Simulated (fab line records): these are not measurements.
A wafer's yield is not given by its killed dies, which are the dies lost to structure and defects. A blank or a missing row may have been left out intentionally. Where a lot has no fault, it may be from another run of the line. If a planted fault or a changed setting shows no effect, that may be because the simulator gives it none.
Lot-split experiment | flow gf180mcu | route with 602 steps; 5 lots, 23 wafers read

## THE SPLIT
At GF_V4_SPUTTER_21 (material Ti, target thk 15 nm, time 80.02 s), the setting timeS was moved away from the recipe's 80.02 s on 7 of the 23 wafers read, by -9.0% to -3.8%. The other wafers ran this setting at the recipe's value.

The split's own step is where the reading is taken.

## THE READING
Ti_of_V4_SPUTTER_21.thkNm (the simulator's own value, which no gauge read), in nm, at GF_V4_SPUTTER_21 (material Ti, target thk 15 nm, time 80.02 s). The file does not state a usual value for it. Average 14.88 nm, standard deviation 0.19 nm, over the 16 wafers here run with the recipe.

wafer  | tool, chamber at the split | timeS as run, s | against the recipe | Ti_of_V4_SPUTTER_21.thkNm, nm | against lot-mates on the recipe
L074.1 | pvdSputter-03, -           | 80.02           | recipe             | 14.93                         | -
L074.2 | pvdSputter-03, -           | 80.02           | recipe             | 14.88                         | -
L074.4 | pvdSputter-03, -           | 76.97           | -3.8%              | 14.33                         | -0.59
L074.5 | pvdSputter-03, -           | 76.97           | -3.8%              | 14.39                         | -0.53
L074.6 | pvdSputter-03, -           | 80.02           | recipe             | 14.94                         | -
L075.1 | pvdSputter-03, -           | 80.02           | recipe             | 14.74                         | -
L075.3 | pvdSputter-03, -           | 80.02           | recipe             | 14.8                          | -
L075.4 | pvdSputter-03, -           | 80.02           | recipe             | 14.8                          | -
L075.5 | pvdSputter-03, -           | 80.02           | recipe             | 15.19                         | -
L075.6 | pvdSputter-03, -           | 80.02           | recipe             | 14.72                         | -
L082.1 | pvdSputter-04, -           | 80.02           | recipe             | 14.53                         | -
L082.2 | pvdSputter-04, -           | 76.41           | -4.5%              | 14.15                         | -0.46
L082.3 | pvdSputter-04, -           | 80.02           | recipe             | 14.63                         | -
L082.5 | pvdSputter-04, -           | 80.02           | recipe             | 14.68                         | -
L082.6 | pvdSputter-04, -           | 76.41           | -4.5%              | 14.07                         | -0.54
L083.2 | pvdSputter-02, -           | 72.79           | -9.0%              | 13.69                         | -1.34
L083.3 | pvdSputter-02, -           | 72.79           | -9.0%              | 13.77                         | -1.26
L083.4 | pvdSputter-02, -           | 80.02           | recipe             | 15.2                          | -
L083.5 | pvdSputter-02, -           | 72.79           | -9.0%              | 13.96                         | -1.07
L083.6 | pvdSputter-02, -           | 80.02           | recipe             | 14.86                         | -
L084.1 | pvdSputter-02, -           | 80.02           | recipe             | 15.01                         | -
L084.2 | pvdSputter-02, -           | 80.02           | recipe             | 15.18                         | -
L084.4 | pvdSputter-02, -           | 80.02           | recipe             | 14.97                         | -

THE FIT
A straight line over all 23 wafers: Ti_of_V4_SPUTTER_21.thkNm changes by +0.125 nm for each +1% of timeS; r = +0.91; the points scatter about the line by 0.19 nm.
The same after taking each lot's own level away (the mean of its wafers on the recipe; 23 wafers): +0.134 nm for each +1%; r = +0.96; scatter 0.12 nm.
That fit puts the effect of the largest move of timeS on the reading at 1.2 nm.
Measured against the standard deviation above, the lots' own levels, which go from 14.613 to 15.053 nm, span 2.3 times it.
Consequently the slope shifts little with the lot-to-lot level, the two slopes agreeing.
Check: -1.16 nm against its lot-mates is what the line predicts for one of the wafers moved furthest among these (-9.0%) when that wafer is left out of the fit. It came out at -1.34 nm against them.

## OTHER SPLITS APPLIED TO THESE WAFERS
Before the reading, these wafers also passed through other splits. Each is held against what the fit with the lots' levels taken away leaves over:
other split on the same wafers | wafers away from the commonest value | r with Ti_of_V4_SPUTTER_21.thkNm (lot level and that fit taken away)
GF_M4_METAL_ETCH_16 timeS      | 12                                   | +0.15
GF_V4_CMP_04 leaveAboveRefNm   | 8                                    | -0.12
GF_V4_ETCH_16 ionEnergyEv      | 4                                    | -0.32

## THE FILE'S OWN FIT
Ti_of_V4_SPUTTER_21.thkNm changes by +0.133 nm for each +1% of timeS, r = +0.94.
